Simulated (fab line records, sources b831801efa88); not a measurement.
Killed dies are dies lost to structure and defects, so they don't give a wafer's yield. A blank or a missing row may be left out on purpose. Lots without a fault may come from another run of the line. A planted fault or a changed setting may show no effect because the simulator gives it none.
One fault seen from 2 desks | flow gf180mcu | each desk has only its own numbers; what lay behind them comes last

THE TOOL OWNER'S DESK: rtp_anneal-01
The tool's own readings at GF_PSD_RTA_13 (time 20 s): means of the sampled wafers that have a number, for each lot that ran on this tool. A lot is out of limits, marked OUT, if its mean lies more than 4 standard deviations from the usual mean; the brackets give that distance.
Columns: A = lamp_power_pct at GF_PSD_RTA_13, usual 29 %; B = run_length_s at GF_PSD_RTA_13, usual 48.9 s; C = wafer_temp_C_max at GF_PSD_RTA_13, usual 1030.4
lot  | first seen here | A  | B               | C
L648 | day 14 19:55    | 26 | 48.5            | 1030.1
L651 | day 15 19:04    | 26 | 48.5            | 1030.9
L653 | day 16 08:38    | 26 | 48.3            | 1029.6
L658 | day 18 06:02    | 26 | 45.4 (-4.9) OUT | 1028.8
L659 | day 18 15:26    | 26 | 45.4 (-4.9) OUT | 1029.1
L666 | day 21 05:10    | 26 | 48.6            | 1029.1
This desk's finding: out of limits on L658, L659; first on L658, day 18 06:02 (run_length_s at GF_PSD_RTA_13). In limits: L648, L651, L653, L666.

THE METROLOGY DESK
What the gauges read, lot by lot, whatever tool the lot ran on: means of the sampled wafers that have a number. A lot is out of limits, marked OUT, if its mean lies more than 4 standard deviations from the usual mean; the brackets give that distance.
Columns: A = cd_nm at GF_HV_LDD_CD_MEAS_19, usual 399.5 nm; B = NSD_RS at GF_PSD_RS_MEAS_14, usual 46.08 ohm/sq; C = PSD_RS at GF_PSD_RS_MEAS_15, usual 108.45 ohm/sq; D = M1_ALCU_RS at GF_M1_RS_MEAS_05, usual 0.0694 ohm/sq
lot  | first seen here | A     | B               | C                | D
L648 | day 11 07:28    | 397.3 | 46.12           | 108.68           | 0.0706
L651 | day 12 03:47    | 399.2 | 46.08           | 108.50           | 0.0683
L652 | day 12 06:07    | 399.3 | 46.04           | 108.43           | 0.0689
L653 | day 12 15:43    | 399.9 | 46.18           | 108.63           | 0.0692
L654 | day 12 22:22    | 398.6 | 46.16           | 108.42           | 0.0689
L658 | day 14 08:02    | 397.3 | 47.42 (+17) OUT | 112.28 (+15) OUT | 0.0696
L659 | day 14 16:52    | 401.4 | 47.50 (+17) OUT | 112.11 (+15) OUT | 0.0695
L662 | day 15 11:09    | 402.5 | 46.01           | 108.92           | 0.0694
L666 | day 16 23:32    | 398.3 | 46.07           | 108.27           | 0.0698
L667 | day 17 03:28    | 403.5 | 46.18           | 108.63           | 0.0692
L668 | day 17 11:19    | 399.2 | 46.12           | 108.40           | 0.0698
L669 | day 17 19:17    | 396.5 | 46.21           | 108.65           | 0.0688
This desk's finding: out of limits on L658, L659; first on L658, day 18 06:13 (NSD_RS at GF_PSD_RS_MEAS_14). In limits: L648, L651, L652, L653, L654, L662, L666, L667, L668, L669.

PUT TOGETHER
The tool owner's desk could have raised an alarm at day 18 06:02, on L658, L659.
The metrology desk could have raised an alarm at day 18 06:13, on L658, L659.
Of the lots named, all ran GF_PSD_RTA_13 on rtp_anneal-01.

WHAT THE SIMULATOR HAD PUT IN
Process parameter drift: rtp_anneal-01, from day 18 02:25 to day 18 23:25, at GF_PSD_RTA_13. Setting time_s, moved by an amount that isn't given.
Lots struck among those shown: L658, L659.
Hours from the fault's start to each desk's first reading out of limits: the tool owner's desk, 4; the metrology desk, 4.
